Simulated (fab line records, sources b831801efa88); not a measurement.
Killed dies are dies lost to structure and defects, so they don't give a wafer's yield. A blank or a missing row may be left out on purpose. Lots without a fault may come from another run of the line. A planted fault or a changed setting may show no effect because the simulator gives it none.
Which tool did it? | flow sky130 | 7 lots, 21 wafers sampled, at 4 steps of a route of 708

WHAT THE GAUGES READ, wafer by wafer
SKY_LDD_LDN_OVL_MEAS_07.
lot  | measured     | on         | LDD_LDN_OVL (nm)
L779 | day 23 00:20 | overlay-01 | 1.8 2.9 2.2
L783 | day 25 09:18 | overlay-01 | -1.0 -0.6 -1.6
L786 | day 25 11:56 | overlay-01 | - - -
L788 | day 26 02:38 | overlay-02 | -0.5 -0.5 -0.7
L795 | day 28 13:42 | overlay-01 | -2.9 -4.0 -2.1
L798 | day 29 13:54 | overlay-02 | 2.5 3.3 2.8
L801 | day 30 12:20 | overlay-02 | 3.6 4.6 3.3

WHICH TOOL RAN EACH LOT (tool, then ch and the chambers of the sampled wafers, then the start)
lot  | SKY_POLY_GATE_ETCH_17            | SKY_LDD_P_STRIP_10                   | SKY_LDD_LDN_COAT_02
L779 | rie_si-01 ch 0,2, day 16 14:53   | plasma_asher-01 ch 0,1, day 19 04:39 | litho_track-02 ch 0, day 22 09:45
L783 | rie_si-01 ch 0,2,3, day 18 22:43 | plasma_asher-02 ch 0,1, day 21 15:53 | litho_track-04 ch 0, day 24 19:41
L786 | rie_si-01 ch 0,1, day 19 03:47   | plasma_asher-03 ch 0,1, day 21 19:45 | litho_track-04, day 24 22:01
L788 | rie_si-01 ch 0,1,2, day 19 18:05 | plasma_asher-03 ch 0,1, day 22 09:29 | litho_track-02 ch 0, day 25 11:51
L795 | rie_si-01 ch 0,1,2, day 22 09:52 | plasma_asher-03 ch 0,1, day 25 00:07 | litho_track-04 ch 0, day 27 22:59
L798 | rie_si-02 ch 0,1, day 23 12:31   | plasma_asher-01 ch 1, day 26 02:03   | litho_track-04 ch 0, day 29 01:02
L801 | rie_si-01 ch 1,2, day 24 12:41   | plasma_asher-03 ch 0,1, day 27 00:41 | litho_track-03 ch 0, day 29 23:11
- SKY_POLY_GATE_ETCH_17: etches poly-Si in HBr/Cl2, stops on SiO2, target depth 180 nm, time 70.5 s.
- SKY_LDD_P_STRIP_10: strips in O2/N2.
- SKY_LDD_LDN_COAT_02: resist thk 1140 nm.

THE ANSWER, worked out from the rows above alone
Rule: what is usual is taken from the lots themselves. Put in order of their means at a reading, lots are off if they are a third of the lots or fewer, leave a main group of 4 or more, and stand apart from it by a gap of 3 or more times the standard deviation of the main group's means; of several such gaps the widest counts. A main group whose means are all the same, to the digits that the tables above print for the reading, isn't used. A lot without any number at a reading at which 4 lots or more have one is off too. The other lots that the step has rows for count as sound.
Off: L786, at SKY_LDD_LDN_OVL_MEAS_07 (LDD_LDN_OVL). Without a number there: L786. The main group: mean 0.7 nm, standard deviation 2.4.
A tool fits if, at a process step before that reading, it ran every lot that is off, and no sound lot after the first of them. The gauges at SKY_LDD_LDN_OVL_MEAS_07 are tried like those tools. None of those tried fits.

WHAT THE SIMULATOR HAD PUT IN
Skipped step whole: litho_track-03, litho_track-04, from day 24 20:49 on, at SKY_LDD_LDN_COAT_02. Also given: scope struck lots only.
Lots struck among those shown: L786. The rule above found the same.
